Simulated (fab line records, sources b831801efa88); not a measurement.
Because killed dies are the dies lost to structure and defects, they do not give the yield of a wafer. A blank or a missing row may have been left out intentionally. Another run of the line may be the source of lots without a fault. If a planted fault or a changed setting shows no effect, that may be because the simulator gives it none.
Which tool was responsible? || flow sfq-line || 7 lots, 21 wafers sampled, at 1 step of a route of 325

WHAT THE GAUGES SHOWED, per wafer
SFQ_I6_BOW_MEAS_941.
{"lot": "L674", "measured": "day 61 20:43", "on": "film-metro-04", "I6_BOW (um)": "-1 -10 0"}
{"lot": "L676", "measured": "day 62 03:55", "on": "film-metro-04", "I6_BOW (um)": "32 17 14"}
{"lot": "L686", "measured": "day 73 08:34", "on": "film-metro-01", "I6_BOW (um)": "10 8 19"}
{"lot": "L688", "measured": "day 74 07:11", "on": "film-metro-02", "I6_BOW (um)": "7 8 25"}
{"lot": "L690", "measured": "day 74 17:51", "on": "film-metro-01", "I6_BOW (um)": "-1 -10 -17"}
{"lot": "L693", "measured": "day 75 19:20", "on": "film-metro-02", "I6_BOW (um)": "20 12 13"}
{"lot": "L695", "measured": "day 76 07:09", "on": "film-metro-01", "I6_BOW (um)": "8 1 4"}

WHICH TOOL RAN EACH LOT (tool, then ch and the chambers of the sampled wafers, then the start)
No process step before these readings appears in the record.

THE ANSWER, worked out from the rows above alone
Rule: what is usual is taken from the lots themselves. Put in order of their means at a reading, lots are off if they are a third of the lots or fewer, leave a main group of 4 or more, and stand apart from it by a gap of 3 or more times the standard deviation of the main group's means; of several such gaps the widest counts. A main group is skipped when, at the precision printed for the reading in the tables above, its means are all equal. A lot without any number at a reading at which 4 lots or more have one is off too. Any other lot the step has rows for is counted as sound.
None of the lots is off at any reading shown; this tells nothing.

WHAT THE SIMULATOR HAD INSERTED
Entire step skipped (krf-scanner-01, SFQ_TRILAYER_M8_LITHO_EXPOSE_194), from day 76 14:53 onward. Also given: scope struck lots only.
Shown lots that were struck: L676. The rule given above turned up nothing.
